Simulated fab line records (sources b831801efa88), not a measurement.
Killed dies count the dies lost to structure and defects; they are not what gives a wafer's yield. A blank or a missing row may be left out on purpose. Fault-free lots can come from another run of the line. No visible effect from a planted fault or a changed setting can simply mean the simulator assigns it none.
Matching of chambers    flow gf180mcu    3 sister chambers for GF_V5_CVD_02 on pecvd-01
The step deposits SiO2 from TEOS, target thk 1450 nm, time 163.28 s. 3 wafers are shown with their chamber, then 9 later ones without.

== EACH WAFER AND ITS CHAMBER ==
wafer   chamber  heaterPowerW (W)
L637.1  1        698
L637.2  2        688
L637.3  0        773

== WAFERS WITHOUT THEIR CHAMBER ==
wafer   heaterPowerW (W)
L639.1  540
L639.2  806
L639.5  688
L638.1  661
L638.3  661
L638.5  811
L640.1  604
L640.3  780
L640.6  849

== WHICH CHAMBER EACH ONE RAN IN ==
wafer   from the rows above           in truth
L639.1  can't be placed: 2 or 1 or 0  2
L639.2  can't be placed: 0 or 1 or 2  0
L639.5  can't be placed: 2 or 1 or 0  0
L638.1  can't be placed: 2 or 1 or 0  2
L638.3  can't be placed: 2 or 1 or 0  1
L638.5  can't be placed: 0 or 1 or 2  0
L640.1  can't be placed: 2 or 1 or 0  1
L640.3  can't be placed: 0 or 1 or 2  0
L640.6  can't be placed: 0 or 1 or 2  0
Correct placement for 0 of the 9. From these rows, 9 cannot be placed; in 9 the true chamber is one of the candidates. Number placed wrongly: 0.
How it was worked out, from the rows above alone: a wafer's distance from a chamber is the root of the sum, over the readings, of the square of ((its reading less the chamber's mean) divided by the reading's scatter). If the next closest chamber is less than 2 further off than the closest, the wafer can't be placed; otherwise it belongs to the closest. A chamber's mean is the mean of its shown wafers. The scatter (one wafer shown for each chamber): square how far every hidden wafer sits from the nearest shown wafer, average those squares and take the square root.
